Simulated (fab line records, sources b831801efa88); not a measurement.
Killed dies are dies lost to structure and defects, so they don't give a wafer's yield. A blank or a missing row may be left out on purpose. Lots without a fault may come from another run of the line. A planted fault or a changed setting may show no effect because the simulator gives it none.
Which tool did it? | flow gf180mcu | 12 lots, 36 wafers sampled, at 5 steps of a route of 602

WHAT THE GAUGES READ, wafer by wafer
GF_V4_THK_MEAS_03. Usual: V4_CVD_02_THK 847 nm, standard deviation 12.
lot  | measured     | on            | V4_CVD_02_THK (nm) | flag
L456 | day 23 11:01 | film_metro-01 | 849 866 858        |
L458 | day 24 04:39 | film_metro-03 | 844 849 856        |
L459 | day 24 21:59 | film_metro-03 | 851 860 863        |
L468 | day 27 16:58 | film_metro-04 | 665 851 684        | OFF
L469 | day 27 19:07 | film_metro-03 | 681 681 848        | OFF
L470 | day 27 23:31 | film_metro-01 | 824 845 867        |
L471 | day 28 11:58 | film_metro-01 | 847 856 840        |
L473 | day 28 21:29 | film_metro-01 | 819 861 845        |
L476 | day 29 15:46 | film_metro-04 | 840 849 859        |
L477 | day 30 02:04 | film_metro-04 | 850 859 852        |
L478 | day 30 03:26 | film_metro-03 | 835 857 880        |
L479 | day 30 11:26 | film_metro-03 | 857 856 880        |

WHICH TOOL RAN EACH LOT (tool, then ch and the chambers of the sampled wafers, then the start)
lot  | GF_V3_STRIP_18                       | GF_M4_SPUTTER_03             | GF_M4_SPUTTER_04             | GF_V4_CVD_02
L456 | plasma_asher-03 ch 0,1, day 22 09:56 | pvd_sputter-02, day 22 11:20 | pvd_sputter-02, day 22 11:21 | pecvd-04 ch 0,1,2, day 23 10:56
L458 | plasma_asher-01 ch 0,1, day 23 02:59 | pvd_sputter-03, day 23 04:23 | pvd_sputter-03, day 23 04:24 | pecvd-03 ch 1,2, day 24 04:35
L459 | plasma_asher-01 ch 0,1, day 23 21:52 | pvd_sputter-03, day 23 23:13 | pvd_sputter-03, day 23 23:14 | pecvd-04 ch 0,1,2, day 24 21:55
L468 | plasma_asher-03 ch 0,1, day 26 17:44 | pvd_sputter-03, day 26 19:43 | pvd_sputter-03, day 26 19:44 | pecvd-04 ch 0,1, day 27 16:53
L469 | plasma_asher-04 ch 0,1, day 26 21:01 | pvd_sputter-02, day 26 22:23 | pvd_sputter-02, day 26 22:24 | pecvd-04 ch 1,2, day 27 19:01
L470 | plasma_asher-01 ch 0,1, day 27 01:14 | pvd_sputter-02, day 27 02:39 | pvd_sputter-02, day 27 02:40 | pecvd-02 ch 1,2, day 27 23:26
L471 | plasma_asher-01 ch 0,1, day 27 13:35 | pvd_sputter-01, day 27 14:58 | pvd_sputter-01, day 27 14:59 | pecvd-02 ch 0,1,2, day 28 11:53
L473 | plasma_asher-04 ch 0,1, day 27 23:26 | pvd_sputter-01, day 28 00:49 | pvd_sputter-01, day 28 00:50 | pecvd-03 ch 0,1,2, day 28 21:25
L476 | plasma_asher-04 ch 0,1, day 28 18:32 | pvd_sputter-03, day 28 19:58 | pvd_sputter-03, day 28 19:59 | pecvd-03 ch 1,2, day 29 15:42
L477 | plasma_asher-01 ch 0,1, day 29 05:26 | pvd_sputter-02, day 29 06:50 | pvd_sputter-02, day 29 06:51 | pecvd-03 ch 0,1, day 30 01:59
L478 | plasma_asher-03 ch 0, day 29 07:14   | pvd_sputter-01, day 29 08:38 | pvd_sputter-01, day 29 08:39 | pecvd-02 ch 1,2, day 30 03:21
L479 | plasma_asher-04 ch 0,1, day 29 13:59 | pvd_sputter-01, day 29 15:24 | pvd_sputter-01, day 29 15:25 | pecvd-04 ch 0,1, day 30 11:22
- GF_V3_STRIP_18: strips in O2/N2.
- GF_M4_SPUTTER_03: material Ti, target thk 10 nm, time 6.7 s.
- GF_M4_SPUTTER_04: material TiN, target thk 50 nm, time 41.7 s.
- GF_V4_CVD_02: deposits SiO2 from TEOS, target thk 850 nm, time 94.851 s.

WHAT THE TOOLS THEMSELVES READ (means of the sampled wafers that have a number; where no wafer has one, the mark that the record gives instead)
GF_V3_STRIP_18. Usual: drypump_motor_current_A 5.6 A, standard deviation 0.56; heater_power_w 333 W, standard deviation 54; oes_product_au 0.601 a.u., standard deviation 0.0046.
lot  | tool            | drypump_motor_current_A (A) | heater_power_w (W) | oes_product_au (a.u.) | flag
L456 | plasma_asher-03 | 5.7                         | 348                | 0.603                 |
L458 | plasma_asher-01 | 5.4                         | 367                | 0.603                 |
L459 | plasma_asher-01 | 5.3                         | 364                | 0.602                 |
L468 | plasma_asher-03 | 5.7                         | 346                | 0.603                 |
L469 | plasma_asher-04 | 6.3                         | 314                | 0.600                 |
L470 | plasma_asher-01 | 5.3                         | 367                | 0.601                 |
L471 | plasma_asher-01 | 5.4                         | 367                | 0.602                 |
L473 | plasma_asher-04 | 6.3                         | 311                | 0.599                 |
L476 | plasma_asher-04 | 6.2                         | 315                | 0.608                 |
L477 | plasma_asher-01 | 5.3                         | 370                | 0.596                 |
L478 | plasma_asher-03 | 6.1                         | 321                | 0.599                 |
L479 | plasma_asher-04 | 6.0                         | 293                | 0.596                 |

GF_M4_SPUTTER_03. Usual: substrate_temp_c 299.98 C, standard deviation 0.19; throttle_valve_pct 30.2 %, standard deviation 1.2.
lot  | tool           | substrate_temp_c (C) | throttle_valve_pct (%) | flag
L456 | pvd_sputter-02 | 299.95               | 30.1                   |
L458 | pvd_sputter-03 | 300.17               | 28.6                   |
L459 | pvd_sputter-03 | 299.86               | 28.7                   |
L468 | pvd_sputter-03 | 300.07               | 29.0                   |
L469 | pvd_sputter-02 | 299.99               | 30.6                   |
L470 | pvd_sputter-02 | 300.01               | 30.7                   |
L471 | pvd_sputter-01 | 300.06               | 30.1                   |
L473 | pvd_sputter-01 | 299.82               | 31.9                   |
L476 | pvd_sputter-03 | 300.05               | 29.2                   |
L477 | pvd_sputter-02 | 300.01               | 30.2                   |
L478 | pvd_sputter-01 | 299.74               | 30.0                   |
L479 | pvd_sputter-01 | 300.09               | 30.9                   |

GF_M4_SPUTTER_04. Usual: throttle_valve_pct 30.2 %, standard deviation 1.2.
lot  | tool           | throttle_valve_pct (%) | flag
L456 | pvd_sputter-02 | 30.3                   |
L458 | pvd_sputter-03 | 28.8                   |
L459 | pvd_sputter-03 | 28.7                   |
L468 | pvd_sputter-03 | 29.0                   |
L469 | pvd_sputter-02 | 30.6                   |
L470 | pvd_sputter-02 | 30.9                   |
L471 | pvd_sputter-01 | 30.4                   |
L473 | pvd_sputter-01 | 31.8                   |
L476 | pvd_sputter-03 | 29.2                   |
L477 | pvd_sputter-02 | 30.1                   |
L478 | pvd_sputter-01 | 30.1                   |
L479 | pvd_sputter-01 | 30.7                   |

GF_V4_CVD_02. Usual: heater_power_w 713 W, standard deviation 100.
lot  | tool     | heater_power_w (W) | flag
L456 | pecvd-04 | 707                |
L458 | pecvd-03 | 725                |
L459 | pecvd-04 | 662                |
L468 | pecvd-04 | 628                |
L469 | pecvd-04 | 680                |
L470 | pecvd-02 | 819                |
L471 | pecvd-02 | 703                |
L473 | pecvd-03 | 765                |
L476 | pecvd-03 | 762                |
L477 | pecvd-03 | 672                |
L478 | pecvd-02 | 755                |
L479 | pecvd-04 | 646                |

THE ANSWER, worked out from the rows above alone
Rule: a lot is off if the mean of its wafers that have a number lies more than 3 standard deviations from the usual mean. A lot without any number at a reading at which 4 lots or more have one is off too. The other lots that the step has rows for count as sound. The gauges are gone through in route order, then the tools' own readings, and for those a lot's mean is taken as printed above. The first step at which some lot is off is used, and at that step the reading that is off furthest; a lot without a number counts as furthest.
Off: L468, L469, at GF_V4_THK_MEAS_03 (V4_CVD_02_THK).
A tool fits if, at a process step before that reading, it ran every lot that is off, and no sound lot after the first of them. The gauges at GF_V4_THK_MEAS_03 are tried like those tools. None of those tried fits.

WHAT THE SIMULATOR HAD PUT IN
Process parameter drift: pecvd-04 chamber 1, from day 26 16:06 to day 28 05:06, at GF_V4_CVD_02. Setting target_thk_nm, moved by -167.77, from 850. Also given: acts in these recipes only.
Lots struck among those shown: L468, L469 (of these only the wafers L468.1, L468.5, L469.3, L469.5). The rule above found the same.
